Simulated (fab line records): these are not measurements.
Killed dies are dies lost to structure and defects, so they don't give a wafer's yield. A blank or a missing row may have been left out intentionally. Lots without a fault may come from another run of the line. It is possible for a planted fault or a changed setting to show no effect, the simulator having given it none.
A struck lot beside a sound one | flow sky130 | 38 steps out of a route of 708
Sound: the wafers L854.1, L854.3, L854.6. The struck wafers were L849.2, L849.4, L849.6. Last of all comes the cause.
Each step with rows lists, per side, the tool, then ch with its chambers, then its first start. Under that, the readings that differ: sound wafers | struck wafers | difference of the means | sigmas: that difference in standard deviations of wafers without a fault.
alike: readings whose means differ by less than 2 such deviations, and words and numbers that are the same on both sides. not compared: withheld readings, readings that some wafer has no value for, bounds like >300 that may hide the same value, and numbers for which the record gives no deviation and whose values overlap.
Wherever a step has rows on one side only, a row that says differs or no value, or a row with sigmas, the two part there. When numbers do not overlap yet have no deviation, they are printed without sigmas and do not part them. A reading that every wafer of one side lacks parts them only if that side has two wafers or more.

first, 10 steps without rows for these wafers: SKY_LDD_HVP_HMDS_01 (prime time 60 s); SKY_LDD_HVP_COAT_02 (resist thk 300 nm); SKY_LDD_HVP_SOFTBAKE_03 (time 60 s); SKY_LDD_HVP_EXPOSE_04 (exposes mask HVPTM, target cd 700 nm); SKY_LDD_HVP_PEB_05; SKY_LDD_HVP_DEVELOP_06 (develop time 60 s); SKY_LDD_HVP_IMPLANT_08; SKY_LDD_HVP_STRIP_09 (strips in O2/N2); SKY_LDD_LDN_DEHYDRATE_00 (time 60 s); SKY_LDD_LDN_HMDS_01 (prime time 60 s).
SKY_LDD_LDN_COAT_02: resist thk 1140 nm.
  sound on litho-track-03 ch 0, day 28 23:09; struck on litho-track-01, day 27 10:37
  no value came back on the struck wafers for chill-plate-temp-C (C), dispense-pressure-kPa (kPa), resist-line-temp-C (C); on the sound wafers chill-plate-temp-C (C) reads 22.95 22.98 23.09
then, 4 steps without rows for these wafers: SKY_LDD_LDN_SOFTBAKE_03 (time 60 s); SKY_LDD_LDN_EXPOSE_04 (exposes mask LDNTM, target cd 700 nm); SKY_LDD_LDN_PEB_05; SKY_LDD_LDN_DEVELOP_06 (develop time 60 s).
SKY_LDD_LDN_OVL_MEAS_07:
  struck on overlay-02, day 28 01:21; sound on overlay-02, day 29 13:18
  reading          | sound        | struck | difference                    | sigmas
  LDD_LDN_OVL (nm) | 2.3 -0.4 1.4 | - - -  | no value on the struck wafers |
then, 20 steps without rows for these wafers: SKY_LDD_LDN_IMPLANT_08; SKY_LDD_LDN_IMPLANT_09; SKY_LDD_LDN_IMPLANT_10; SKY_LDD_LDN_IMPLANT_11; SKY_LDD_LDN_STRIP_12 (strips in O2/N2); SKY_LDD_LDN_CLEAN_14 (cleans in SC1/SC2, time 150 s); SKY_SPACER_CVD_00 (deposits Si3N4 from DCS/NH3, target thk 43.1 nm, time 740 s); SKY_SPACER_ETCHBACK_02 (etches Si3N4 in CH3F/O2, stops on SiO2, time 46.7 s, target depth 45 nm); SKY_POLY_CUT_DEHYDRATE_00 (time 60 s); SKY_POLY_CUT_HMDS_01 (prime time 60 s); SKY_POLY_CUT_COAT_02 (resist thk 60 nm); SKY_POLY_CUT_COAT_03 (resist thk 450 nm); SKY_POLY_CUT_SOFTBAKE_04 (time 90 s); SKY_POLY_CUT_EXPOSE_05 (exposes mask NPCM, target cd 270 nm); SKY_POLY_CUT_PEB_06; SKY_POLY_CUT_DEVELOP_07 (develop time 60 s); SKY_POLY_CUT_ETCH_10 (etches BARC in N2/H2, stops on SiO2, time 45.9 s, target depth 60 nm); SKY_POLY_CUT_ETCH_11 (etches Si3N4 in CF4/CH2F2/Ar, stops on poly-Si, time 42.5 s, target depth 60 nm); SKY_POLY_CUT_STRIP_12 (strips in O2/N2); SKY_SD_P_DEHYDRATE_00 (time 60 s).
-- record jumps: 4 days separate the struck wafers' starts on either side; left off in module SD_P, taken up again in module RES_XHIGH, whose first shown step is the route's number 341 --
SKY_RES_XHIGH_TW_MEAS_09:
  struck on film-metro-02, day 31 17:18; sound on film-metro-03, day 33 01:49
  reading      | sound          | struck         | difference | sigmas
  RES_XHIGH_TW | 1658 1654 1653 | 1897 1905 1902 | +246       | +13
  not compared: hold
-- record jumps: 18 days separate the struck wafers' starts on either side; left off in module RES_XHIGH, taken up again in module PAD_OPEN, whose first shown step is the route's number 708 --
SKY_PAD_OPEN_PROBE_99:
  struck on prober-01, day 49 05:54; sound on prober-01, day 50 03:55
  reading                                 | sound             | struck                                                               | difference                   | sigmas
  hold                                    | - - -             | await-dispo/4.9h/scrap await-dispo/4.9h/scrap await-dispo/4.9h/scrap | no value on the sound wafers |
  killed-at-front-end                     | 16 16 18          | 430 420 424                                                          | +408                         | +91
  killed-dies                             | 87 99 92          | 492 492 492                                                          | +399                         | +42
  killed-on-rim                           | 17 26 16          | 96 96 96                                                             | +76                          | +18
  model.etest.pfet_01v8.r-on-ohm-um       | 2952 2874 2923    | 1.025e+04 9749 7522                                                  | +6.257e+03                   |
  model.etest.tip_p_5v.rs-ohm-sq          | 2845 2863 2852    | 7230 7260 7259                                                       | +4396                        |
  model.etest.tip_n_5v.rs-ohm-sq          | 1357 1350 1367    | 1012 1015 1024                                                       | -341                         |
  model.etest.pfet-g5v0d10v5.r-on-ohm-um  | 4774 4704 4655    | 5062 4984 4927                                                       | +280                         |
  model.etest.tip_p_5v.rs-ohm-sq-range    | 73.09 89.3 116.1  | 283.2 180.2 178.2                                                    | +121.0                       |
  model.etest.pfet_01v8.drive-ua-um       | 186.3 192.2 189.7 | 52.42 54.91 70.51                                                    | -130.12                      |
  model.etest.pfet_01v8_hvt.drive-ua-um   | 140.2 144.1 141.6 | 33.15 35.05 48.69                                                    | -103.00                      |
  model.etest.sram-pfet-latch.drive-ua-um | 142.1 140.3 140.4 | 34.42 35.77 48.4                                                     | -101.40                      |
  alike: killed_at_M0_to_M3, killed_at_M4_up, killed-at-contacts, killed-at-other, killed-open, killed-short

## WHERE THEY PART
Last at SKY_PAD_OPEN_PROBE_99 as far as this record goes, first at SKY_LDD_LDN_COAT_02.

WHY: the cause the simulator had injected
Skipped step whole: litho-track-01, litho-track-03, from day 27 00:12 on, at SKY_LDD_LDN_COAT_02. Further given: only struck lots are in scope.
